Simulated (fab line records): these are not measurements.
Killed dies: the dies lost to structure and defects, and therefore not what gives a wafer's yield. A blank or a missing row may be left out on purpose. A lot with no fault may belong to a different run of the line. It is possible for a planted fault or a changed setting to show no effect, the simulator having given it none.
Which tool did it? | flow sky130 | 35 wafers sampled from 12 lots at 1 step of a route of 708

== WHAT THE GAUGES READ, wafer by wafer ==
SKY_METAL2_RS_MEAS_05: uses a four-point probe to measure. Usual: for METAL2_ALCU_RS the level is 0.1323 ohm/sq and the standard deviation is 0.0014.
lot  | measured     | on            | METAL2_ALCU_RS (ohm/sq) | flag
L246 | day 33 23:59 | film metro-01 | 0.1309 0.1313 0.1324    |
L247 | day 34 07:32 | film metro-02 | 0.1349 0.1328 0.1347    |
L248 | day 34 11:28 | film metro-03 | 0.1310 0.1324 0.1312    |
L251 | day 35 14:15 | film metro-01 | 0.1322 0.1325 0.1330    |
L252 | day 36 05:11 | film metro-02 | 0.1332 0.1320 0.1333    |
L256 | day 37 12:42 | film metro-02 | 0.1317 0.1311 0.1327    |
L257 | day 37 15:06 | film metro-03 | 0.1337 0.1329 0.1327    |
L258 | day 38 00:38 | film metro-03 | 0.1330 0.1335 0.1327    |
L259 | day 38 08:08 | film metro-02 | 0.1317 0.1310 0.1315    |
L260 | day 38 11:34 | film metro-03 | 0.1341 0.1347 0.1342    |
L261 | day 38 22:59 | film metro-03 | 0.1322 0.1302 0.1306    |
L263 | day 39 21:35 | film metro-03 | 0.1307 0.1305           |

== WHAT TOOL EACH LOT RAN ON (gives the tool, then ch and the chambers of the sampled wafers, and finally the start) ==
Record: no process step prior to these readings.

== AS READ BY THE TOOLS THEMSELVES (means over the sampled wafers that have a number; for cases with no such wafer, the mark the record gives instead) ==
The record holds no such reading with a usual standard deviation.

== THE ANSWER, worked out from the rows above alone ==
Rule: lot off if the mean of its wafers having a number is beyond 3 standard deviations from the usual mean. A lot without any number at a reading at which 4 lots or more have one is off too. Any other lot the step has rows for is counted as sound. The gauges are gone through in route order, then the tools' own readings, and for those a lot's mean is taken as printed above. The first step at which some lot is off is used, and at that step the reading that is off furthest; a lot without a number counts as furthest.
Nothing can be told from this: no lot is off at any reading shown.

== WHAT THE SIMULATOR HAD PUT IN ==
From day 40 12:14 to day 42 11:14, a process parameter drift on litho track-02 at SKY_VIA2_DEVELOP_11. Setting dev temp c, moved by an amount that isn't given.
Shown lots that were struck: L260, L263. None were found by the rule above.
